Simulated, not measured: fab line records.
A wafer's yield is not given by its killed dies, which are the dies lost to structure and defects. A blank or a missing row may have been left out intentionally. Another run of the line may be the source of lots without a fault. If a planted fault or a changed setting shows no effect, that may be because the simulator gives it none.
Chamber matching -- flow gf180mcu -- 4 sister chambers for GF_STI_ETCH_14 on rie_si-02
The step etches Si in HBr/Cl2/O2, target depth 360 nm, time 102.9 s. 4 wafers are shown with their chamber, then 7 later ones without.

## EACH WAFER AND ITS CHAMBER
wafer,chamber,drypump_motor_current_A (A)
L326.5,0,5.4
L331.1,1,5.8
L338.2,2,6.7
L338.4,3,6.0

## WAFERS WITHOUT THEIR CHAMBER
wafer,drypump_motor_current_A (A)
L338.5,6.7
L345.2,6.0
L345.4,5.8
L345.5,6.0
L346.3,6.0
L346.4,6.8
L346.5,6.0

## CHAMBER TAKEN BY EACH
wafer,from the rows above,in truth
L338.5,2,2
L345.2,3,3
L345.4,1,1
L345.5,3,3
L346.3,3,3
L346.4,2,2
L346.5,3,3
Placed correctly: 7 of 7. Not placeable from these rows: 0. 0 placed wrongly.
How it was worked out, from the rows above alone: a wafer's distance from a chamber is the root of the sum, over the readings, of the square of ((its reading less the chamber's mean) divided by the reading's scatter). The wafer belongs to the nearest chamber; if the next one is less than 2 further off, it can't be placed. Each chamber's mean is taken over the wafers shown for it. The scatter: with one shown wafer a chamber, the root of the mean of the squares of how far each hidden wafer lies from its nearest shown one.
